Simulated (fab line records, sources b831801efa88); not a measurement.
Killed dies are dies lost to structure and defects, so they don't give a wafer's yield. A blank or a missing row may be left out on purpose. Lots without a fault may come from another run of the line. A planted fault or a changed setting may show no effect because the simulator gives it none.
A sampling plan put to the test | flow sky130 | one fab line, 15 faults that these records tell of, each judged on the records of the lots that it struck
The plan is the line's own looks: the steps of the route at which a gauge or an inspection reads the wafer and doesn't change it. A look can be judged if struck wafers have a number there and the file gives its usual mean and standard deviation on fault-free wafers. Caught: at a look after the fault's first step, the mean of the struck wafers lies 4 or more of those standard deviations (sigma) from the usual mean. On the tool: the same test on the tool's own readings at the fault's steps. Another recipe on the struck wafers, or a record that is blank for them alone, also counts as caught.

THE FAULTS, as the simulator had put them in
1. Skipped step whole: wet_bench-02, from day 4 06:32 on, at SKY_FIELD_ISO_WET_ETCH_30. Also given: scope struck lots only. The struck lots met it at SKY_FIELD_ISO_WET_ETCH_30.
2. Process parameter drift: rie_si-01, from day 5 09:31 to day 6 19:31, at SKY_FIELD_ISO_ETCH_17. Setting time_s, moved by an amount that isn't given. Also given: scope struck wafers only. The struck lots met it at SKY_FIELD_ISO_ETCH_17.
3. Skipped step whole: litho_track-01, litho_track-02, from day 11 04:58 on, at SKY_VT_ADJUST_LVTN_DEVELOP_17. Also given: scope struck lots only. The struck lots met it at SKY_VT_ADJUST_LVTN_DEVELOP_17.
4. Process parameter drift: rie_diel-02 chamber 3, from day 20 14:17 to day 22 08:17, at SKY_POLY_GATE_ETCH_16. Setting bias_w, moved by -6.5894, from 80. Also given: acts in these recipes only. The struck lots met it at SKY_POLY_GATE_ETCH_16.
5. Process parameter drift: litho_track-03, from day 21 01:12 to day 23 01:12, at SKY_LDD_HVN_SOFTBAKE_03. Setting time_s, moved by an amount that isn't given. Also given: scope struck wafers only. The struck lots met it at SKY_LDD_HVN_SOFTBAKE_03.
6. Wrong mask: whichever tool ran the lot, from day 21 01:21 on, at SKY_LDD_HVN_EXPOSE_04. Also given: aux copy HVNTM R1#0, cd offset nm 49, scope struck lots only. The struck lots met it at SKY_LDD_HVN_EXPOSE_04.
7. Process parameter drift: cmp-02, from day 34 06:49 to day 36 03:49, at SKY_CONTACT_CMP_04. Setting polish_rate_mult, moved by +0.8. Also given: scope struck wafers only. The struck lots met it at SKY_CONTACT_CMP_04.
8. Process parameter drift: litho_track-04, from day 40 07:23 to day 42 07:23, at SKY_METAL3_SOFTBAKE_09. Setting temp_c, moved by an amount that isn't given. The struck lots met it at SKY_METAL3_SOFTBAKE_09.
9. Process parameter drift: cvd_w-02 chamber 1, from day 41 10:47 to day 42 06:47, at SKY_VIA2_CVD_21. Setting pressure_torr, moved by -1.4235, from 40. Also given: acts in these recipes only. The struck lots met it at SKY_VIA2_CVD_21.
10. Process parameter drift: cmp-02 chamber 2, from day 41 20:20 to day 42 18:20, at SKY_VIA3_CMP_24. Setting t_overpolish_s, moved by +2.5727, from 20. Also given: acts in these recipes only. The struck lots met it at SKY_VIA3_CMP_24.
11. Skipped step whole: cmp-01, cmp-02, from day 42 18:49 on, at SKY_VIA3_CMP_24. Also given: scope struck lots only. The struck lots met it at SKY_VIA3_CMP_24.
12. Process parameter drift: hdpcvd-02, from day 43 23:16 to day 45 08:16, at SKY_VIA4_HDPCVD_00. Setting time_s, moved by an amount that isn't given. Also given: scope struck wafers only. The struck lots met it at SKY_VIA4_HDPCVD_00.
13. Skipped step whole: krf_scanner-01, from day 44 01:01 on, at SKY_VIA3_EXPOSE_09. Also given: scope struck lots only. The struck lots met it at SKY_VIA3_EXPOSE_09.
14. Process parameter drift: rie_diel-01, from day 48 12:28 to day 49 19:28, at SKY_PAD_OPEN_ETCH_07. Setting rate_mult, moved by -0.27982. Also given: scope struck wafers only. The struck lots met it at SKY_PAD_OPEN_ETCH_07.
15. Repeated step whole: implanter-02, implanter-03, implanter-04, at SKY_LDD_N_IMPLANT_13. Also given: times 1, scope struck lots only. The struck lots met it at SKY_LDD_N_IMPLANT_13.

WHAT THE PLAN SAW
fault | on the tool itself                               | first look that catches it                      | reading, sigma | median hours from its first step to that look | hours from the fault's start to the first struck lot there | judged looks passed uncaught
1     | the tool's record is blank for the struck wafers | no look after it can be judged                  | -              | -                                             | -                                                          | 0
2     | run_length_s -73 sigma                           | none of the 2 looks that can be judged after it | -              | -                                             | -                                                          | 2
3     | the tool's record is blank for the struck wafers | none of the 3 looks that can be judged after it | -              | -                                             | -                                                          | 3
4     | bias_w -27 sigma                                 | no look after it can be judged                  | -              | -                                             | -                                                          | 0
5     | heater_power_total_W +10 sigma                   | no look after it can be judged                  | -              | -                                             | -                                                          | 0
6     | no reading that can be judged                    | no look after it can be judged                  | -              | -                                             | -                                                          | 0
7     | time_to_endpoint_s -8.8 sigma                    | none of the 2 looks that can be judged after it | -              | -                                             | -                                                          | 2
8     | plate_temp_C +15 sigma                           | no look after it can be judged                  | -              | -                                             | -                                                          | 0
9     | chamber_pressure_Torr -16 sigma                  | no look after it can be judged                  | -              | -                                             | -                                                          | 0
10    | overpolish_run_s +99 or beyond sigma             | no look after it can be judged                  | -              | -                                             | -                                                          | 0
11    | the tool's record is blank for the struck wafers | no look after it can be judged                  | -              | -                                             | -                                                          | 0
12    | run_length_s -24 sigma                           | no look after it can be judged                  | -              | -                                             | -                                                          | 0
13    | no reading that can be judged                    | no look after it can be judged                  | -              | -                                             | -                                                          | 0
14    | oes_product_au -19 sigma                         | not the one look that can be judged after it    | -              | -                                             | -                                                          | 1
15    | under 2 sigma                                    | none of the 2 looks that can be judged after it | -              | -                                             | -                                                          | 2
A dash: the fault isn't caught, or these records don't give the number.

Caught at a look: 0 of 15. Caught on the tool: 12 of 15. By one or the other: 12 of 15.
Caught on the tool alone: faults 1, 2, 3, 4, 5, 7, 8, 9, 10, 11, 12, 14.
Caught by neither: faults 6, 13, 15.
